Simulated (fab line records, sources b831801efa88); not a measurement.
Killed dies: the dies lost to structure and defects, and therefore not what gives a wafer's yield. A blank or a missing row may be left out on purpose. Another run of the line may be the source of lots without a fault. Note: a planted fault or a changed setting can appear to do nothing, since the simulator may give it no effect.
Comparing a struck lot with a sound one ; flow sky130 ; 23 steps out of a route of 708
Sound: the wafers L814.3, L814.4, L814.6. Struck: wafers L817.1, L817.2, L817.5. At the end, the cause is stated.
At each step with rows: each side's tool, then ch and its chambers, then its first start. Under that, the readings that differ: sound wafers ; struck wafers ; difference of the means ; sigmas: that difference in standard deviations of wafers without a fault.
alike: a reading whose means differ by less than 2 such deviations, as well as words and numbers matching on both sides. not compared: withheld readings; readings where some wafer has no value; bounds like >300 that might hide an equal value; numbers whose values overlap and for which the record gives no deviation.
The two part at a step that has a row with sigmas, a row that says differs or no value, or rows on one side only. Numbers that have no deviation but don't overlap get no sigmas and don't part them. A reading that every wafer of one side lacks parts them only if that side has two wafers or more.

first, 6 steps without rows for these wafers: SKY_VT_ADJUST_LVTN_HMDS_12 (prime time 60 s); SKY_VT_ADJUST_LVTN_COAT_13 (resist thk 1140 nm); SKY_VT_ADJUST_LVTN_SOFTBAKE_14 (time 60 s); SKY_VT_ADJUST_LVTN_EXPOSE_15 (exposes mask HVN STD DERIVED, target cd 600 nm); SKY_VT_ADJUST_LVTN_PEB_16; SKY_VT_ADJUST_LVTN_DEVELOP_17 (develop time 60 s).
SKY_VT_ADJUST_LVTN_OVL_MEAS_18:
  sound on overlay-01 at day 8 07:17; struck on overlay-02 at day 9 03:41
  alike: VT_ADJUST_LVTN_01_OVL
after that, 1 step had no rows for these wafers: SKY_VT_ADJUST_LVTN_IMPLANT_19.
SKY_VT_ADJUST_LVTN_STRIP_20: strips in O2/N2.
  sound on plasma_asher-04 ch 0,1, day 8 07:29; struck on plasma_asher-02 ch 0,1, day 9 03:52
  alike: chamber_pressure_mTorr, drypump_motor_current_A, oes_product_au, strip_time_to_endpoint_s
  not compared: rf_hours_counter_h
SKY_VT_ADJUST_LVTN_TW_MEAS_21:
  sound on film_metro-04 at day 8 07:35; struck on film_metro-03 at day 9 03:58
  alike: VT_ADJUST_LVTN_2_TW
then, 2 steps without rows for these wafers: SKY_VT_ADJUST_NCORE_DEHYDRATE_00 (time 60 s); SKY_VT_ADJUST_NCORE_HMDS_01 (prime time 60 s).
SKY_VT_ADJUST_NCORE_COAT_02: resist thk 1140 nm.
  sound on litho_track-04 ch 0, day 8 17:44; struck on litho_track-04 ch 0, day 9 14:17
reading;sound;struck;difference;sigmas
model.NOVOLAK_of_VT_ADJUST_NCORE_COAT_02.thk_nm (nm);1140 1141 1142;1126 1128 1125;-15;
  alike: chill_plate_temp_C
then, 3 steps without rows for these wafers: SKY_VT_ADJUST_NCORE_SOFTBAKE_03 (time 60 s); SKY_VT_ADJUST_NCORE_EXPOSE_04 (exposes mask LVTN COMPLEMENT THIN, target cd 380 nm); SKY_VT_ADJUST_NCORE_PEB_05.
SKY_VT_ADJUST_NCORE_DEVELOP_06: develop time 60 s.
  sound on litho_track-03 ch 0, day 9 04:07; struck on litho_track-03 ch 0, day 10 01:16
reading;sound;struck;difference;sigmas
chill_plate_temp_C (C);22.89 22.89 22.81;23.18 23.22 23.17;+0.33;+3
model.NOVOLAK_of_VT_ADJUST_NCORE_COAT_02.thk_nm (nm);1140 1141 1142;1126 1128 1124;-15;
SKY_VT_ADJUST_NCORE_CD_MEAS_07 targets a cd of 380 nm.
  sound on cd_sem-01 at day 9 04:16; struck on cd_sem-02 at day 10 01:25
  alike: cd_nm
SKY_VT_ADJUST_NCORE_OVL_MEAS_08:
  sound on overlay-02 at day 9 04:21; struck on overlay-02 at day 10 01:32
reading;sound;struck;difference;sigmas
VT_ADJUST_NCORE_OVL (nm);2.2 4.0 2.6;0.8 -1.0 -0.1;-3.0;-2
after that, 1 step had no rows for these wafers: SKY_VT_ADJUST_NCORE_IMPLANT_09.
SKY_VT_ADJUST_NCORE_STRIP_10: strips in O2/N2.
  sound on plasma_asher-01 ch 0,1, day 9 04:34; struck on plasma_asher-02 ch 0,1, day 10 01:44
reading;sound;struck;difference;sigmas
strip_time_to_endpoint_s (s);14.19 14.19 14.21;14.01 14.04 14.00;-0.18;-4
  alike: chamber_pressure_mTorr, drypump_motor_current_A, oes_product_au
  not compared: rf_hours_counter_h
SKY_VT_ADJUST_NCORE_TW_MEAS_11:
  sound on film_metro-03 at day 9 04:39; struck on film_metro-03 at day 10 01:50
  alike: VT_ADJUST_NCORE_TW
SKY_PAD_OPEN_PROBE_99:
  the record has rows for the sound wafers here (prober-02, day 46 10:50) and none for the struck ones

== WHERE THEY PART ==
Last at SKY_PAD_OPEN_PROBE_99 as far as this record goes, first at SKY_VT_ADJUST_NCORE_DEVELOP_06.

WHY: whatever the simulator had introduced
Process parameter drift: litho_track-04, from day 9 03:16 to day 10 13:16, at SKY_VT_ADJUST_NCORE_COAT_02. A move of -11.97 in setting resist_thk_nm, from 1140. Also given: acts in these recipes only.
